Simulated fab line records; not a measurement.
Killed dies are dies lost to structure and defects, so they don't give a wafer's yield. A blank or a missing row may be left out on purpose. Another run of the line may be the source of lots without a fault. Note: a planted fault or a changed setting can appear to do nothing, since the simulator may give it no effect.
fab line records | flow sky130
[record] lots = 6 | wafers = 18 | last_day = 51
route steps=708 shown METAL5@677 PASSIVATION@681
lots untouched by any fault: they come from a run of this same line in which no faults occurred
start_h: the number of hours between the record's first day and the start of the first shown wafer of the lot | wait_h: hours from the lot's prior step to this one | " identical to the entry in the row above | L1.1+2: a row that stands for several wafers | - no value, or no start was given | * or withheld: withheld | < > ~ a bound
route shown NAME@n: NAME is a module with steps in the file, n the number in the route of the first one | usual: mean/standard deviation taken from wafers without a fault | same: alike in all rows | chamber/n: place in a boat | sites: the reading at each site | _std_site: their standard deviation | _edge_site: outer sites' mean less inner sites' | radius_mm: how far each site lies from the wafer's centre | mask NAME#n: copy n | behind: tool/chamber where the wafer was last shaped | hold: why the lot was held/for how many hours/how that ended | device: transistor that didn't switch, given as n, p or np | end of line: at the end of the route, the tests of the same wafers | a step without rows: its recipe alone | killed: at the first sort, the dies lost to defects and structure; wafer yield is something else | map: a wafer's dies, x killed, . not, _ none there
set.NAME: the setting as run; set.NAME@STEP: as run at that earlier step | model.NAME: the simulator's own value behind a step, which no gauge read
certain route steps with their lots: each step a table, each wafer a row
services: a tool's chamber out of use, with start hour (start_h, from the record's first day; less than 0 if before it), hours out, and reason
[[steps]]
[step SKY_METAL5_STRIP_16]
[recipe] chemistry = O2/N2 | power_w = 1432 | pressure_mtorr = 1500 | platen_temp_c = withheld | o2_flow_sccm = 3000 | n2_flow_sccm = 300 | overash_fraction = 0.5
[usual] drypump_motor_current_A = 6.0/0.4 | oes_product_au = 0.719/0.0044 | strip_time_to_endpoint_s = 12.79/0.066
lot.wafer | tool            | chamber | start_h | wait_h | drypump_motor_current_A | oes_product_au | rf_hours_counter_h | strip_time_to_endpoint_s
L712.1    | plasma_asher-02 | 0       | 1037.80 | 0.2    | 6.1                     | 0.713          | 123                | 12.63
L712.2    | "               | 1       | "       | "      | 6.2                     | 0.719          | 123                | 12.62
L712.3    | "               | 0       | "       | "      | 6.1                     | 0.721          | -                  | 12.63
L718.1    | plasma_asher-03 | 1       | 1078.40 | 0.2    | 6.4                     | 0.719          | 33                 | 12.78
L718.2    | "               | 0       | "       | "      | 5.5                     | 0.718          | 33                 | 12.78
L718.4    | "               | 1       | "       | "      | 6.4                     | 0.722          | -                  | 12.79
L727.1    | plasma_asher-03 | 1       | 1137.56 | 0.2    | 6.4                     | 0.725          | 39                 | 12.82
L727.5    | "               | 0       | "       | "      | 5.4                     | 0.715          | -                  | 12.82
L727.6    | "               | 1       | "       | "      | 6.4                     | 0.722          | -                  | 12.79
L728.1    | plasma_asher-01 | 0       | 1141.50 | 0.2    | 6.3                     | 0.722          | 70                 | 12.79
L728.4    | "               | 0       | "       | "      | 6.3                     | 0.720          | -                  | 12.72
L728.6    | "               | 0       | "       | "      | 6.3                     | 0.718          | -                  | 12.72
L734.2    | plasma_asher-03 | 1       | 1174.69 | 0.2    | 6.4                     | 0.719          | 42                 | 12.76
L734.3    | "               | 0       | "       | "      | 5.4                     | 0.721          | -                  | 12.77
L734.6    | "               | 1       | "       | "      | 6.4                     | 0.722          | -                  | 12.82
L733.3    | plasma_asher-02 | 0       | 1192.82 | 0.1    | 6.1                     | 0.717          | -                  | 12.78
L733.4    | "               | 1       | "       | "      | 6.3                     | 0.726          | -                  | 12.72
L733.5    | "               | 1       | "       | "      | 6.3                     | 0.727          | -                  | 12.83
[step SKY_METAL5_STRIP_17]
[recipe] chemistry = post_etch_residue_remover | time_s = 1200 | temp_c = 72.5
[step SKY_METAL5_CLEAN_18]
[recipe] chemistry = IPA | time_s = 180 | temp_c = 25
[step SKY_METAL5_CLEAN_19]
[recipe] chemistry = O3/DIW | dry = n2_spin
[step SKY_PASSIVATION_CVD_00]
[recipe] material = SiO2 | target_thk_nm = 90 | temp_c = 400 | time_s = withheld | rf_w = 600
[usual] heater_power_w = 691/130
lot.wafer | tool     | chamber | start_h | wait_h | heater_power_w
L712.1    | pecvd-01 | 0       | 1038.45 | 0.0    | 528
L712.2    | "        | 2       | "       | "      | 607
L712.3    | "        | 1       | "       | "      | 676
L718.1    | pecvd-02 | 0       | 1079.03 | 0.0    | 922
L718.2    | "        | 2       | "       | "      | 715
L718.4    | "        | 0       | "       | "      | 903
L727.1    | pecvd-01 | 2       | 1138.30 | 0.0    | 620
L727.5    | "        | 0       | "       | "      | 580
L727.6    | "        | 2       | "       | "      | 659
L728.1    | pecvd-01 | 2       | 1142.24 | 0.0    | 603
L728.4    | "        | 2       | "       | "      | 633
L728.6    | "        | 2       | "       | "      | 637
L734.2    | pecvd-04 | 2       | 1175.28 | 0.0    | 626
L734.3    | "        | 0       | "       | "      | 517
L734.6    | "        | 1       | "       | "      | 695
L733.3    | pecvd-01 | 1       | 1193.38 | 0.0    | 645
L733.4    | "        | 2       | "       | "      | 593
L733.5    | "        | 1       | "       | "      | 626
[step SKY_PASSIVATION_THK_MEAS_01]
[recipe] reads = SiO2_of_PASSIVATION_CVD_00
[usual] PASSIVATION_CVD_00_THK = 89.7/1.2
lot.wafer | tool          | chamber | start_h | wait_h | PASSIVATION_CVD_00_THK[nm]
L712.1    | film_metro-02 | -       | 1038.47 | -      | 87.8
L712.2    | "             | -       | "       | "      | 89.0
L712.3    | "             | -       | "       | "      | 89.5
L718.1    | film_metro-04 | -       | 1079.05 | -      | 88.6
L718.2    | "             | -       | "       | "      | 87.7
L718.4    | "             | -       | "       | "      | 90.2
L727.1    | film_metro-01 | -       | 1138.33 | -      | 90.3
L727.5    | "             | -       | "       | "      | 91.0
L727.6    | "             | -       | "       | "      | 91.8
L728.1    | film_metro-02 | -       | 1142.28 | -      | 89.1
L728.4    | "             | -       | "       | "      | 90.2
L728.6    | "             | -       | "       | "      | 89.8
L734.2    | film_metro-02 | -       | 1175.31 | -      | 90.1
L734.3    | "             | -       | "       | "      | 88.8
L734.6    | "             | -       | "       | "      | 90.8
L733.3    | film_metro-02 | -       | 1193.42 | -      | 88.2
L733.4    | "             | -       | "       | "      | 90.5
L733.5    | "             | -       | "       | "      | 90.5
[step SKY_PASSIVATION_CVD_02]
[recipe] material = Si3N4 | target_thk_nm = 540 | temp_c = 400 | time_s = withheld | rf_w = 450
[usual] heater_power_w = 702/94
lot.wafer | tool     | chamber | start_h | wait_h | heater_power_w
L712.1    | pecvd-02 | 2       | 1038.53 | 0.1    | 781
L712.2    | "        | 0       | "       | "      | 945
L712.3    | "        | 1       | "       | "      | 786
L718.1    | pecvd-01 | 1       | 1079.11 | 0.1    | 700
L718.2    | "        | 2       | "       | "      | 734
L718.4    | "        | 0       | "       | "      | 506
L727.1    | pecvd-04 | 1       | 1138.39 | 0.1    | 679
L727.5    | "        | 2       | "       | "      | 745
L727.6    | "        | 0       | "       | "      | 626
L728.1    | pecvd-04 | 2       | 1142.34 | 0.1    | 701
L728.4    | "        | 1       | "       | "      | 735
L728.6    | "        | 0       | "       | "      | 530
L734.2    | pecvd-02 | 1       | 1175.36 | 0.0    | 780
L734.3    | "        | 2       | "       | "      | 897
L734.6    | "        | 2       | "       | "      | 744
L733.3    | pecvd-04 | 2       | 1193.57 | 0.1    | 700
L733.4    | "        | 1       | "       | "      | 756
L733.5    | "        | 2       | "       | "      | 710
[step SKY_PASSIVATION_THK_MEAS_03]
[recipe] reads = Si3N4_of_PASSIVATION_CVD_02
[usual] PASSIVATION_CVD_02_THK = 539/6.5
lot.wafer | tool          | chamber | start_h | wait_h | PASSIVATION_CVD_02_THK[nm]
L712.1    | film_metro-02 | -       | 1038.75 | -      | 530
L712.2    | "             | -       | "       | "      | 538
L712.3    | "             | -       | "       | "      | 531
L718.1    | film_metro-01 | -       | 1079.34 | -      | 530
L718.2    | "             | -       | "       | "      | 536
L718.4    | "             | -       | "       | "      | 541
L727.1    | film_metro-01 | -       | 1138.62 | -      | 533
L727.5    | "             | -       | "       | "      | 539
L727.6    | "             | -       | "       | "      | 541
L728.1    | film_metro-01 | -       | 1142.56 | -      | 539
L728.4    | "             | -       | "       | "      | 547
L728.6    | "             | -       | "       | "      | 547
L734.2    | film_metro-02 | -       | 1175.71 | -      | 532
L734.3    | "             | -       | "       | "      | 546
L734.6    | "             | -       | "       | "      | 540
L733.3    | film_metro-01 | -       | 1193.82 | -      | 548
L733.4    | "             | -       | "       | "      | 545
L733.5    | "             | -       | "       | "      | 545
[step SKY_PASSIVATION_DEHYDRATE_04]
[recipe] temp_c = 200 | time_s = 60
[step SKY_PASSIVATION_HMDS_05]
[recipe] prime_time_s = 60 | prime_temp_c = 120
[step SKY_PASSIVATION_COAT_06]
[recipe] spin_rpm = 2000 | resist_thk_nm = 3000
[step SKY_PASSIVATION_SOFTBAKE_07]
[recipe] temp_c = 110 | time_s = withheld
[step SKY_PASSIVATION_EXPOSE_08]
[recipe] mask_id = NSM | target_cd_nm = 3000 | na = 0.57 | dose_mj = 260
[usual] exposure_dose_mJ_cm2 = 260.05/0.23 | focus_offset_nm = 0.1/0.51 | na = 0.57/0
lot.wafer | tool             | chamber | start_h | wait_h | mask  | exposure_dose_mJ_cm2 | focus_offset_nm | na
L712.1    | iline_stepper-01 | 0       | 1050.78 | -      | NSM#0 | 260.12               | -0.8            | 0.57
L712.2    | "                | 0       | "       | "      | NSM#0 | 259.77               | -0.1            | 0.57
L712.3    | "                | 0       | "       | "      | NSM#0 | 260.25               | -0.6            | 0.57
L718.1    | iline_stepper-01 | 0       | 1089.46 | -      | NSM#0 | 259.74               | 0.2             | 0.57
L718.2    | "                | 0       | "       | "      | NSM#0 | 259.83               | 0.2             | 0.57
L718.4    | "                | 0       | "       | "      | NSM#0 | 259.77               | 0.4             | 0.57
L727.1    | iline_stepper-01 | -       | 1147.22 | -      | NSM#0 | -                    | -               | -
L727.5    | "                | -       | "       | "      | NSM#0 | -                    | -               | -
L727.6    | "                | -       | "       | "      | NSM#0 | -                    | -               | -
L728.1    | iline_stepper-01 | -       | 1151.38 | -      | NSM#0 | -                    | -               | -
L728.4    | "                | -       | "       | "      | NSM#0 | -                    | -               | -
L728.6    | "                | -       | "       | "      | NSM#0 | -                    | -               | -
L734.2    | iline_stepper-01 | 0       | 1183.39 | -      | NSM#0 | 260.11               | 0.8             | 0.57
L734.3    | "                | 0       | "       | "      | NSM#0 | 259.95               | 0.4             | 0.57
L734.6    | "                | 0       | "       | "      | NSM#0 | 259.96               | 0.8             | 0.57
L733.3    | iline_stepper-02 | 0       | 1201.18 | -      | NSM#0 | 259.93               | 0.2             | 0.57
L733.4    | "                | 0       | "       | "      | NSM#0 | 260.35               | 0.3             | 0.57
L733.5    | "                | 0       | "       | "      | NSM#0 | 260.15               | -0.3            | 0.57
[step SKY_PASSIVATION_PEB_09]
[recipe] temp_c = 115 | time_s = withheld
[[services]]
tool             | chamber | start_h | hours | kind
pecvd-04         | -       | 1027.35 | 2.8   | pm
plasma_asher-01  | -       | 1027.92 | 0.9   | repair
pecvd-01         | 1       | 1032.63 | 2.1   | scheduled_down
plasma_asher-02  | -       | 1055.31 | 9.0   | pm
pecvd-01         | -       | 1063.34 | 0.8   | repair
pecvd-04         | 2       | 1065.12 | 3.1   | repair
plasma_asher-02  | -       | 1073.01 | 15.6  | pm
pecvd-04         | -       | 1090.14 | 6.0   | pm
plasma_asher-01  | -       | 1091.74 | 1.8   | repair
pecvd-01         | 2       | 1098.61 | 16.5  | scheduled_down
pecvd-02         | -       | 1099.99 | 2.8   | pm
iline_stepper-01 | -       | 1108.58 | 1.6   | repair
plasma_asher-01  | -       | 1108.89 | 2.8   | pm
pecvd-01         | 0       | 1129.46 | 4.9   | repair
pecvd-02         | 1       | 1130.91 | 17.7  | repair
iline_stepper-02 | -       | 1132.33 | 2.1   | pm
pecvd-01         | 1       | 1138.02 | 5.5   | scheduled_down
pecvd-04         | 0       | 1180.62 | -     | clean
pecvd-04         | 0       | 1180.62 | -     | consumable_replace:showerhead
pecvd-04         | 0       | 1180.62 | 29.0  | scheduled_down
iline_stepper-01 | -       | 1187.00 | 1.7   | pm
iline_stepper-01 | 0       | 1188.53 | -     | calibration
iline_stepper-02 | -       | 1190.64 | 2.2   | repair
pecvd-01         | 1       | 1196.68 | 5.6   | repair
[[key]]
[first_sign] step = SKY_PASSIVATION_EXPOSE_08 | reading = tool_record | direction = missing
effect none on later readings
met_at SKY_PASSIVATION_EXPOSE_08
struck_wafers L727.1,L727.5,L727.6,L728.1,L728.4,L728.6
later_rows_left_out L727.1,L727.5,L727.6,L728.1,L728.4,L728.6
sort_left_out L727.1,L727.5,L727.6,L728.1,L728.4,L728.6
onset_between 1089.46 1147.22
[fault] kind = skipped_step_whole | tool = iline_stepper-01 | chamber = - | onset_h = 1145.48 | steps = SKY_PASSIVATION_EXPOSE_08 | scope = struck_lots_only
// sort_left_out: the simulated sort isn't trusted on such a fault, so these wafers' sort isn't shown, and their yield isn't known
// later_rows_left_out: the simulator's readings of these wafers behind a module that went badly wrong aren't trusted and aren't shown, but for the sort
